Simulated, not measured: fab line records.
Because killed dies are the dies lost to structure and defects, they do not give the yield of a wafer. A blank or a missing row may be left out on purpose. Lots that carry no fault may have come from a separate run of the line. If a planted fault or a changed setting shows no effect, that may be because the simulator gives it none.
Matching of chambers | flow sky130 | SKY_VIA4_CMP_02 on cmp-02: 4 sister chambers
The step polishes SiO2. 4 wafers are shown with their chamber, then 12 later ones without.

== WAFERS PAIRED WITH THEIR CHAMBERS ==
wafer  | chamber | motor_current_A (A)
L082.1 | 0       | 12.3
L082.3 | 2       | 10.1
L085.4 | 1       | 10.7
L085.6 | 3       | 14.5

== WAFERS WITHOUT THEIR CHAMBER ==
wafer  | motor_current_A (A)
L089.1 | 10.1
L089.5 | 14.0
L089.6 | 10.6
L090.2 | 11.6
L090.3 | 10.3
L090.4 | 14.2
L092.1 | 14.5
L092.3 | 9.8
L092.6 | 13.9
L097.2 | 14.1
L097.4 | 11.0
L097.6 | 14.9

== WHICH CHAMBER EACH WENT THROUGH ==
wafer  | from the rows above     | in truth
L089.1 | can't be placed: 2 or 1 | 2
L089.5 | 3                       | 3
L089.6 | can't be placed: 1 or 2 | 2
L090.2 | can't be placed: 0 or 1 | 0
L090.3 | can't be placed: 2 or 1 | 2
L090.4 | 3                       | 3
L092.1 | 3                       | 3
L092.3 | can't be placed: 2 or 1 | 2
L092.6 | 3                       | 3
L097.2 | 3                       | 3
L097.4 | can't be placed: 1 or 2 | 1
L097.6 | 3                       | 3
Placed correctly: 6 of 12. Not placeable from these rows: 6 (in 6, the candidates include the true chamber). Placed wrongly: 0.
How it was worked out, from the rows above alone: a wafer's distance from a chamber is the root of the sum, over the readings, of the square of ((its reading less the chamber's mean) divided by the reading's scatter). The wafer belongs to the nearest chamber; if the next one is less than 2 further off, it can't be placed. For every chamber, the mean is computed from those of its wafers that are shown. The scatter (one wafer shown for each chamber): square how far every hidden wafer sits from the nearest shown wafer, average those squares and take the square root.
